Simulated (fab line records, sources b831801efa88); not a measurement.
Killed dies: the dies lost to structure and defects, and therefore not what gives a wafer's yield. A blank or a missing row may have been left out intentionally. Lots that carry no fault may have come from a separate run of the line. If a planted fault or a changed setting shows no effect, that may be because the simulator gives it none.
Which tool was responsible? | flow sky130 | 14 lots (42 wafers sampled), 1 step of a 708-step route

== WHAT EACH GAUGE READ, for each wafer ==
The record holds no reading of a measuring or inspecting step that can be judged against a usual standard deviation.

== TOOL THAT RAN EACH LOT (tool first, then ch and the chambers of the sampled wafers, then the start) ==
lot  | SKY_LI_CONTACT_SPUTTER_20
L539 | pvd_sputter-01, day 29 03:10
L540 | pvd_sputter-01, day 29 10:14
L541 | pvd_sputter-03, day 30 01:41
L544 | pvd_sputter-03, day 30 17:04
L543 | pvd_sputter-02, day 30 17:41
L542 | pvd_sputter-02, day 30 18:56
L545 | pvd_sputter-03, day 30 22:51
L546 | pvd_sputter-01, day 31 18:37
L552 | pvd_sputter-01, day 33 10:49
L553 | pvd_sputter-03, day 33 18:14
L556 | pvd_sputter-03, day 34 21:01
L559 | pvd_sputter-02, day 35 12:35
L560 | pvd_sputter-01, day 35 13:32
L561 | pvd_sputter-01, day 35 22:14
- SKY_LI_CONTACT_SPUTTER_20: material TiN, target thk 20 nm, time 80 s.

== WHAT THE TOOLS THEMSELVES READ (means of the sampled wafers that have a number; where no wafer has one, the mark that the record gives instead) ==
SKY_LI_CONTACT_SPUTTER_20.
lot  | tool           | chamber_pressure_pa (Pa) | throttle_valve_pct (%)
L539 | pvd_sputter-01 | 4.997                    | 30.2
L540 | pvd_sputter-01 | 4.991                    | 29.7
L541 | pvd_sputter-03 | 4.993                    | 29.4
L544 | pvd_sputter-03 | 5.003                    | 29.1
L543 | pvd_sputter-02 | 5.000                    | 30.7
L542 | pvd_sputter-02 | 5.003                    | 30.8
L545 | pvd_sputter-03 | 4.995                    | 29.2
L546 | pvd_sputter-01 | 5.007                    | 29.2
L552 | pvd_sputter-01 | 5.007                    | 29.4
L553 | pvd_sputter-03 | 3.896                    | 32.9
L556 | pvd_sputter-03 | 3.882                    | 34.3
L559 | pvd_sputter-02 | 4.998                    | 30.4
L560 | pvd_sputter-01 | 4.996                    | 29.6
L561 | pvd_sputter-01 | 4.998                    | 29.6

== THE ANSWER, worked out from the rows above alone ==
Rule: the lots themselves supply what counts as usual. The widest of any qualifying gaps counts: lots, ordered by their means at a reading, are off when they make up no more than a third of the lots, leave a main group of 4 or more, and stand apart from it by 3 or more times the standard deviation of that group's means. A main group is skipped when, at the precision printed for the reading in the tables above, its means are all equal. A lot without any number at a reading at which 4 lots or more have one is off too. Where the step has rows for the other lots, those lots are counted as sound. Order of review: gauges by route order, followed by the tools' own readings, for which a lot's mean as printed above is used. At the first step where some lot is off, the reading lying furthest off is the one used; lots without a number count as furthest.
Off: L553, L556, at SKY_LI_CONTACT_SPUTTER_20 (chamber_pressure_pa). The main group has a mean of 4.999 Pa with a standard deviation of 0.0049.
A tool fits if, at that step or a process step before it, it ran every lot that is off, and no sound lot after the first of them. One fits: pvd_sputter-03 at SKY_LI_CONTACT_SPUTTER_20. A fault onset in the window from L545 (day 30 22:51, its last sound lot) to L553 (day 33 18:14, its first lot off) fits.
The tool's own readings at SKY_LI_CONTACT_SPUTTER_20 bear it out: on the lots that are off they differ by more than 5 times the standard deviation of the sound lots' means. chamber_pressure_pa reads 3.889 Pa there against 4.999 Pa on the sound lots; throttle_valve_pct reads 33.6 % there against 29.8 % on the sound lots.

== WHAT THE SIMULATOR HAD PUT IN ==
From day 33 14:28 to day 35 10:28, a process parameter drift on pvd_sputter-03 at SKY_LI_CONTACT_SPUTTER_20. Setting chamber_pressure_pa shifted by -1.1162 from 5. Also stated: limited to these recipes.
Struck lots among those shown: L553, L556. The rule given above showed the same thing.
